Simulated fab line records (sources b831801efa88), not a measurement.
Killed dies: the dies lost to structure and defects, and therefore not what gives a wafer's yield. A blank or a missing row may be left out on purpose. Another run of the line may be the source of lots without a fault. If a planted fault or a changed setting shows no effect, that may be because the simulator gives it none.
A lot that was struck, set against a sound lot || flow sky130 || 37 steps out of a route of 708
Sound: wafers L413.2, L413.4, L413.5. The struck wafers were L400.2, L400.3, L400.4. The cause is given at the end.
For every step that has rows: the tool of each side, followed by ch and its chambers, followed by its first start. Under that, the readings that differ: sound wafers || struck wafers || difference of the means || sigmas: that difference in standard deviations of wafers without a fault.
alike: readings with means less than 2 such deviations apart, plus words and numbers identical on both sides. not compared: withheld readings, readings lacking a value on some wafer, bounds such as >300 that could conceal the same value, and numbers that have no deviation in the record and whose values overlap.
Wherever a step has rows on one side only, a row that says differs or no value, or a row with sigmas, the two part there. Numbers that have no deviation but don't overlap get no sigmas and don't part them. A reading that every wafer of one side lacks parts them only if that side has two wafers or more.

first, 10 steps without rows for these wafers: SKY_LDD_LDN_SOFTBAKE_03 (time 60 s); SKY_LDD_LDN_EXPOSE_04 (exposes mask LDNTM, target cd 700 nm); SKY_LDD_LDN_PEB_05; SKY_LDD_LDN_DEVELOP_06 (develop time 60 s); SKY_LDD_LDN_IMPLANT_08; SKY_LDD_LDN_IMPLANT_09; SKY_LDD_LDN_IMPLANT_10; SKY_LDD_LDN_IMPLANT_11; SKY_LDD_LDN_STRIP_12 (strips in O2/N2); SKY_LDD_LDN_CLEAN_14 (cleans in SC1/SC2, time 150 s).
SKY_SPACER_CVD_00: deposits Si3N4 from DCS/NH3, target thk 43.1 nm, time 740 s.
  sound on lpcvd-02 ch 1, day 28 04:17; struck on lpcvd-02 ch 1, day 23 16:40
{"reading": "spikeTcCentreC (C)", "sound": "772.5 772.6 771.8", "struck": "767.8 766.3 766.4", "difference": -5.5, "sigmas": -4}
{"reading": "spikeTcLowerC (C)", "sound": "770.4 769.7 771.8", "struck": "762.8 762.7 762.8", "difference": -7.9, "sigmas": -9}
{"reading": "spikeTcTopC (C)", "sound": "785.6 784.7 784.3", "struck": "778.9 776.7 779.7", "difference": -6.4, "sigmas": -4}
{"reading": "spikeTcUpperC (C)", "sound": "771.0 767.8 771.6", "struck": "762.4 761.8 764.2", "difference": -7.3, "sigmas": -5}
{"reading": "model.Si3N4_of_SPACER_CVD_00.thkNm (nm)", "sound": "43.65 43.31 43.63", "struck": "37.18 37.43 37.38", "difference": -6.20, "sigmas": ""}
SKY_SPACER_THK_MEAS_01:
  sound: filmMetro-01 at day 28 05:31; struck: filmMetro-04 at day 23 18:28
{"reading": "SPACER_CVD_00_THK (nm)", "sound": "43.6 43.3 43.6", "struck": "37.2 37.4 37.4", "difference": -6.2, "sigmas": -15}
SKY_SPACER_ETCHBACK_02: etches Si3N4 in CH3F/O2, stops on SiO2, time 46.7 s, target depth 45 nm.
  sound on rieDiel-01 ch 1,2, day 28 05:34; struck on rieDiel-02 ch 0,1,3, day 23 18:31
{"reading": "oesProductAu (a.u.)", "sound": "0.866 0.856 0.869", "struck": "0.784 0.797 0.796", "difference": -0.071, "sigmas": -11}
{"reading": "model.etch.depthNm (nm)", "sound": "43.65 43.31 43.63", "struck": "37.18 37.43 37.38", "difference": -6.20, "sigmas": ""}
  alike: drypumpMotorCurrentA, throttleValvePct
  not compared: rfHoursCounterH
then, 22 steps without rows for these wafers: SKY_POLY_CUT_DEHYDRATE_00 (time 60 s); SKY_POLY_CUT_HMDS_01 (prime time 60 s); SKY_POLY_CUT_COAT_02 (resist thk 60 nm); SKY_POLY_CUT_COAT_03 (resist thk 450 nm); SKY_POLY_CUT_SOFTBAKE_04 (time 90 s); SKY_POLY_CUT_EXPOSE_05 (exposes mask NPCM, target cd 270 nm); SKY_POLY_CUT_PEB_06; SKY_POLY_CUT_DEVELOP_07 (develop time 60 s); SKY_POLY_CUT_ETCH_10 (etches BARC in N2/H2, stops on SiO2, time 45.9 s, target depth 60 nm); SKY_POLY_CUT_ETCH_11 (etches Si3N4 in CF4/CH2F2/Ar, stops on poly-Si, time 42.5 s, target depth 60 nm); SKY_POLY_CUT_STRIP_12 (strips in O2/N2); SKY_SD_P_DEHYDRATE_00 (time 60 s); SKY_SD_P_HMDS_01 (prime time 60 s); SKY_SD_P_COAT_02 (resist thk 1140 nm); SKY_SD_P_SOFTBAKE_03 (time 60 s); SKY_SD_P_EXPOSE_04 (exposes mask PSDM, target cd 380 nm); SKY_SD_P_PEB_05; SKY_SD_P_DEVELOP_06 (develop time 60 s); SKY_SD_P_IMPLANT_09; SKY_SD_P_STRIP_10 (strips in O2/N2); SKY_RES_XHIGH_DEHYDRATE_00 (time 60 s); SKY_RES_XHIGH_HMDS_01 (prime time 60 s).
-- the record jumps here: 5 days lie between the struck wafers' starts before and after (it left off in module RES_XHIGH and takes up again in module SALICIDE, whose first step shown is number 361 of the route) --
SKY_SALICIDE_CLEAN_00: cleans in HF-last, time 30 s.
  sound on wetBench-01 ch 3, day 32 22:04; struck on wetBench-04 ch 0, day 28 14:57
{"reading": "model.Si3N4_of_SPACER_CVD_00.thkNm (nm)", "sound": "42.66 42.32 42.64", "struck": "36.21 36.46 36.41", "difference": -6.18, "sigmas": ""}
-- the record jumps here: 18 days lie between the struck wafers' starts before and after (it left off in module SALICIDE and takes up again in module PAD_OPEN, whose first step shown is number 708 of the route) --
SKY_PAD_OPEN_PROBE_99:
  sound: prober-02 at day 49 09:43; struck: prober-01 at day 46 04:11
{"reading": "model.etest.pfet_01v8.rOnOhmUm", "sound": "2954 2859 2948", "struck": "2690 2703 2734", "difference": -211, "sigmas": ""}
{"reading": "model.etest.sonosUncharged.rOnOhmUm", "sound": "806.2 810 810.6", "struck": "765.1 779.3 770.8", "difference": -37.2, "sigmas": ""}
{"reading": "model.etest.pfet_01v8.driveUaUm", "sound": "188.6 193.7 190.6", "struck": "209.5 208.7 206.9", "difference": "+17.4", "sigmas": ""}
{"reading": "model.etest.sramPfetLatch.driveUaUm", "sound": "140.5 142.4 138.2", "struck": "157.3 159.5 151.2", "difference": "+15.6", "sigmas": ""}
{"reading": "model.etest.pfet_01v8_hvt.driveUaUm", "sound": "139.1 143.3 140.8", "struck": "157.2 155.9 153.7", "difference": "+14.5", "sigmas": ""}
{"reading": "model.etest.pfet_01v8_mvt.driveUaUm", "sound": "151.8 154.7 152.2", "struck": "159.8 158.9 159.7", "difference": "+6.6", "sigmas": ""}
{"reading": "model.etest.pfet_01v8_lvt.driveUaUm", "sound": "171.9 175.7 172.9", "struck": "181.1 180.3 179.6", "difference": "+6.8", "sigmas": ""}
{"reading": "model.etest.ring_1v8.delayPs", "sound": "21.73 21.5 21.43", "struck": "20.36 20.32 20.92", "difference": -1.02, "sigmas": ""}
  alike: killed_at_M0_to_M3, killed_at_M4_up, killedAtContacts, killedAtFrontEnd, killedAtOther, killedDies, killedOpen, killedShort

## WHERE THEY PART
Earliest at SKY_SPACER_CVD_00; latest, in this record, at SKY_SPACER_ETCHBACK_02. Later steps at which nothing parts them and some readings are alike: SKY_PAD_OPEN_PROBE_99.

WHY: what the simulator had put in
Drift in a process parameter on lpcvd-02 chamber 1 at SKY_SPACER_CVD_00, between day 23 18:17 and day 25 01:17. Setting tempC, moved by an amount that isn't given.
